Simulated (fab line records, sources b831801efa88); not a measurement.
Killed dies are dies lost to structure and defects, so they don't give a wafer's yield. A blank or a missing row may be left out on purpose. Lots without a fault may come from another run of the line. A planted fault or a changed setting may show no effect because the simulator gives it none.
Chamber matching | flow sky130 | SKY_CONTACT_CVD_00 on pecvd-01: 3 sister chambers
The step deposits Si3N4, target thk 75 nm. 14 wafers are shown with their chamber, then 7 later ones without.

WAFERS WITH THEIR CHAMBER
wafer  | chamber | heater_power_w (W) | susceptor_temp_C (C)
L720.1 | 2       | 688                | 400.01
L720.3 | 0       | 698                | 399.97
L720.6 | 1       | 734                | 399.88
L724.2 | 0       | 706                | 400.00
L724.3 | 2       | 604                | 399.29
L724.6 | 0       | 762                | 400.24
L729.2 | 1       | 744                | 400.12
L729.5 | 2       | 651                | 399.68
L729.6 | 1       | 757                | 400.20
L733.1 | 2       | 623                | 400.00
L733.4 | 2       | 648                | 399.81
L733.5 | 2       | 655                | 399.99
L736.1 | 1       | 777                | 400.16
L736.4 | 0       | 741                | 399.97

SIGNATURES (means of the wafers above)
reading          | chamber 0 | chamber 1 | chamber 2 | scatter within a chamber
heater_power_w   | 726.75    | 753.00    | 644.83    | 26.8
susceptor_temp_C | 400.0450  | 400.0900  | 399.7967  | 0.215
Rule: a wafer's distance from a chamber is the root of the sum, over the readings, of the square of ((its reading less the chamber's mean) divided by the reading's scatter). The wafer belongs to the nearest chamber; if the next one is less than 2 further off, it can't be placed. The scatter: the root of (the sum of the squares of (reading less its chamber's mean) over the shown wafers, divided by (wafers less chambers)).

WAFERS WITHOUT THEIR CHAMBER
wafer  | heater_power_w (W) | susceptor_temp_C (C)
L736.5 | 668                | 400.11
L737.2 | 716                | 400.17
L737.5 | 747                | 400.40
L737.6 | 723                | 400.16
L741.2 | 689                | 400.44
L741.4 | 832                | 400.25
L741.6 | 726                | 400.42

WHICH CHAMBER EACH WENT THROUGH
wafer  | from the rows above          | in truth
L736.5 | can't be placed: 2 or 0 or 1 | 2
L737.2 | can't be placed: 0 or 1      | 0
L737.5 | can't be placed: 1 or 0      | 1
L737.6 | can't be placed: 0 or 1      | 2
L741.2 | can't be placed: 0 or 1 or 2 | 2
L741.4 | can't be placed: 1 or 0      | 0
L741.6 | can't be placed: 0 or 1      | 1
Placed correctly: 0 of 7. Can't be placed from these rows: 7 (the true chamber is among the candidates in 6). Placed wrongly: 0.
